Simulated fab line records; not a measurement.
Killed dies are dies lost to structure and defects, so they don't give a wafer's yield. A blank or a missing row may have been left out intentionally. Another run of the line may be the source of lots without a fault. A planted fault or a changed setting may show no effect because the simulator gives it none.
Which tool is to blame? || flow sfq line || 7 lots with 21 wafers sampled at 4 steps, on a route of 325 steps

== WHAT EACH GAUGE READ, for each wafer ==
SFQ_I7_OVL_MEAS_947.
{"lot": "L722", "measured": "day 69 05:08", "on": "overlay-02", "I7_OVL (nm)": "4 -3 4"}
{"lot": "L725", "measured": "day 70 06:19", "on": "overlay-02", "I7_OVL (nm)": "- - -"}
{"lot": "L728", "measured": "day 70 15:52", "on": "overlay-01", "I7_OVL (nm)": "2 11 3"}
{"lot": "L735", "measured": "day 71 02:40", "on": "overlay-01", "I7_OVL (nm)": "-2 -2 2"}
{"lot": "L737", "measured": "day 71 05:04", "on": "overlay-01", "I7_OVL (nm)": "3 4 0"}
{"lot": "L741", "measured": "day 71 23:14", "on": "overlay-01", "I7_OVL (nm)": "1 -4 7"}
{"lot": "L744", "measured": "day 74 07:36", "on": "overlay-02", "I7_OVL (nm)": "-6 -2 -4"}

== TOOL THAT RAN EACH LOT (tool first, then ch and the chambers of the sampled wafers, then the start) ==
{"lot": "L722", "SFQ_TRILAYER_I1_METRO_MEASURE_047": "film metro-04, day 13 21:29", "SFQ_TRILAYER_I5_STRIP_STRIP_148": "rie metal-01 ch 0,1, day 49 03:53", "SFQ_TRILAYER_I6_VIA_LITHO_DEVELOP_171": "litho track-03 ch 0, day 59 11:06"}
{"lot": "L725", "SFQ_TRILAYER_I1_METRO_MEASURE_047": "film metro-03, day 14 11:53", "SFQ_TRILAYER_I5_STRIP_STRIP_148": "rie metal-02 ch 0,1, day 50 07:17", "SFQ_TRILAYER_I6_VIA_LITHO_DEVELOP_171": "litho track-02, day 60 22:35"}
{"lot": "L728", "SFQ_TRILAYER_I1_METRO_MEASURE_047": "film metro-04, day 15 13:26", "SFQ_TRILAYER_I5_STRIP_STRIP_148": "rie metal-04 ch 0,1, day 50 23:40", "SFQ_TRILAYER_I6_VIA_LITHO_DEVELOP_171": "litho track-03 ch 0, day 61 17:44"}
{"lot": "L735", "SFQ_TRILAYER_I1_METRO_MEASURE_047": "film metro-03, day 18 17:48", "SFQ_TRILAYER_I5_STRIP_STRIP_148": "rie metal-04 ch 1, day 60 01:22", "SFQ_TRILAYER_I6_VIA_LITHO_DEVELOP_171": "litho track-02 ch 0, day 62 07:43"}
{"lot": "L737", "SFQ_TRILAYER_I1_METRO_MEASURE_047": "film metro-01, day 19 01:00", "SFQ_TRILAYER_I5_STRIP_STRIP_148": "rie metal-04 ch 0,1, day 60 03:46", "SFQ_TRILAYER_I6_VIA_LITHO_DEVELOP_171": "litho track-03 ch 0, day 62 10:07"}
{"lot": "L741", "SFQ_TRILAYER_I1_METRO_MEASURE_047": "film metro-01, day 20 09:48", "SFQ_TRILAYER_I5_STRIP_STRIP_148": "rie metal-02 ch 0,1, day 62 15:16", "SFQ_TRILAYER_I6_VIA_LITHO_DEVELOP_171": "litho track-03 ch 0, day 67 23:31"}
{"lot": "L744", "SFQ_TRILAYER_I1_METRO_MEASURE_047": "film metro-03, day 21 21:49", "SFQ_TRILAYER_I5_STRIP_STRIP_148": "rie metal-04 ch 0, day 65 01:22", "SFQ_TRILAYER_I6_VIA_LITHO_DEVELOP_171": "litho track-02 ch 0, day 70 01:22"}
- SFQ_TRILAYER_I1_METRO_MEASURE_047
- SFQ_TRILAYER_I5_STRIP_STRIP_148: strips in O2.
- SFQ_TRILAYER_I6_VIA_LITHO_DEVELOP_171: time 60 s.

== THE ANSWER, worked out from the rows above alone ==
Rule: the usual values come from the lots themselves. Put in order of their means at a reading, lots are off if they are a third of the lots or fewer, leave a main group of 4 or more, and stand apart from it by a gap of 3 or more times the standard deviation of the main group's means; of several such gaps the widest counts. A main group whose means are all the same, to the digits that the tables above print for the reading, isn't used. A lot without any number at a reading at which 4 lots or more have one is off too. All remaining lots with rows at the step are treated as sound.
Off: L725, at SFQ_I7_OVL_MEAS_947 (I7_OVL). Without a number there: L725. Main group: mean 1 nm, sd 2.9.
If a tool, at a process step before that reading, ran all the lots that are off and no sound lot after the first of them, it fits. Those tools and the gauges at SFQ_I7_OVL_MEAS_947 are tried in the same way. Not one of the candidates tried fits.

== WHAT THE SIMULATOR PUT IN ==
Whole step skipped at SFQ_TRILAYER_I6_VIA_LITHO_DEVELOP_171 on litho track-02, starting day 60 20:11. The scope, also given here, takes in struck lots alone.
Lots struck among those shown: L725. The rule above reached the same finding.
